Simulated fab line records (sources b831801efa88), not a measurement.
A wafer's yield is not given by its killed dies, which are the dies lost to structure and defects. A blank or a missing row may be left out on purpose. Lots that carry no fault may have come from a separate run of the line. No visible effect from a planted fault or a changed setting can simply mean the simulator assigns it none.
The tool behind it: which one? -- flow sky130 -- 39 wafers from 13 lots sampled at 3 of the route's 708 steps

WHAT THE GAUGES SHOWED, per wafer
SKY_METAL1_THK_MEAS_06: measures by xrf. Usual: for METAL1_ALCU_THK the level is 246 nm and the standard deviation is 3.2.
lot,measured,on,METAL1_ALCU_THK (nm),flag
L687,day 31 06:56,film-metro-03,249 247 246,
L688,day 31 16:56,film-metro-03,248 247 248,
L689,day 33 02:32,film-metro-03,247 244 247,
L691,day 33 03:25,film-metro-04,247 246 247,
L690,day 33 04:37,film-metro-04,247 246 246,
L693,day 33 13:20,film-metro-03,248 247 245,
L704,day 37 05:40,film-metro-02,251 247 249,
L705,day 37 07:20,film-metro-02,250 250 253,
L706,day 38 01:31,film-metro-02,251 249 248,
L707,day 38 03:06,film-metro-02,240 246 245,
L708,day 38 09:43,film-metro-03,241 241 241,
L710,day 39 21:11,film-metro-02,247 246 246,
L709,day 39 23:15,film-metro-02,248 246 247,

SKY_VIA1_CD_MEAS_12: the cd target is 150 nm. Usual: cd-nm reads 149.7 nm (standard deviation 1.6).
lot,measured,on,cd-nm (nm),flag
L687,day 33 14:20,cd-sem-01,150.7 149.5 151.0,
L688,day 33 23:28,cd-sem-02,149.9 150.3 147.7,
L689,day 35 07:35,cd-sem-02,147.1 148.5 147.9,
L691,day 35 09:04,cd-sem-02,151.6 150.4 151.5,
L690,day 35 10:56,cd-sem-01,149.2 149.2 147.6,
L693,day 35 19:46,cd-sem-02,150.0 148.4 148.9,
L704,day 39 10:07,cd-sem-01,151.9 151.6 150.9,
L705,day 39 11:20,cd-sem-02,146.7 146.5 147.7,
L706,day 40 04:15,cd-sem-01,149.5 149.5 147.6,
L707,day 40 06:50,cd-sem-02,148.9 150.6 150.9,
L708,day 40 13:10,cd-sem-02,148.2 147.1 148.6,
L710,day 41 22:28,cd-sem-01,150.3 149.4 151.3,
L709,day 42 00:56,cd-sem-02,152.0 151.2 152.8,

WHAT TOOL EACH LOT RAN ON (gives the tool, then ch and the chambers of the sampled wafers, and finally the start)
lot,SKY_METAL1_SPUTTER_01
L687,"pvd-sputter-01, day 31 06:40"
L688,"pvd-sputter-02, day 31 16:42"
L689,"pvd-sputter-02, day 33 02:17"
L691,"pvd-sputter-03, day 33 03:10"
L690,"pvd-sputter-03, day 33 04:23"
L693,"pvd-sputter-03, day 33 13:04"
L704,"pvd-sputter-02, day 37 05:25"
L705,"pvd-sputter-01, day 37 07:05"
L706,"pvd-sputter-01, day 38 01:17"
L707,"pvd-sputter-02, day 38 02:50"
L708,"pvd-sputter-03, day 38 09:28"
L710,"pvd-sputter-03, day 39 20:57"
L709,"pvd-sputter-03, day 39 23:00"
- SKY_METAL1_SPUTTER_01: material TiN, target thk 20 nm, time 16.92 s.

WHAT THE TOOLS THEMSELVES READ (means of the sampled wafers that have a number; where no wafer has one, the mark that the record gives instead)
SKY_METAL1_SPUTTER_01. Usual: throttle-valve-pct reads 29.7 % (standard deviation 0.92).
lot,tool,throttle-valve-pct (%),flag
L687,pvd-sputter-01,30.8,
L688,pvd-sputter-02,29.2,
L689,pvd-sputter-02,29.2,
L691,pvd-sputter-03,30.5,
L690,pvd-sputter-03,29.4,
L693,pvd-sputter-03,29.5,
L704,pvd-sputter-02,29.6,
L705,pvd-sputter-01,31.2,
L706,pvd-sputter-01,30.8,
L707,pvd-sputter-02,29.5,
L708,pvd-sputter-03,29.8,
L710,pvd-sputter-03,29.1,
L709,pvd-sputter-03,30.1,

THE ANSWER, worked out from the rows above alone
Rule: a lot counts as off when the mean over its wafers that have a number is more than 3 standard deviations away from the usual mean. A lot without any number at a reading at which 4 lots or more have one is off too. The other lots that the step has rows for count as sound. First the gauges in route order, then the tools' own readings, where a lot's mean is used as printed above. At the first step where some lot is off, the reading lying furthest off is the one used; lots without a number count as furthest.
No lot is off on any of the readings shown, so nothing can be concluded from this.

WHAT THE SIMULATOR HAD PUT IN
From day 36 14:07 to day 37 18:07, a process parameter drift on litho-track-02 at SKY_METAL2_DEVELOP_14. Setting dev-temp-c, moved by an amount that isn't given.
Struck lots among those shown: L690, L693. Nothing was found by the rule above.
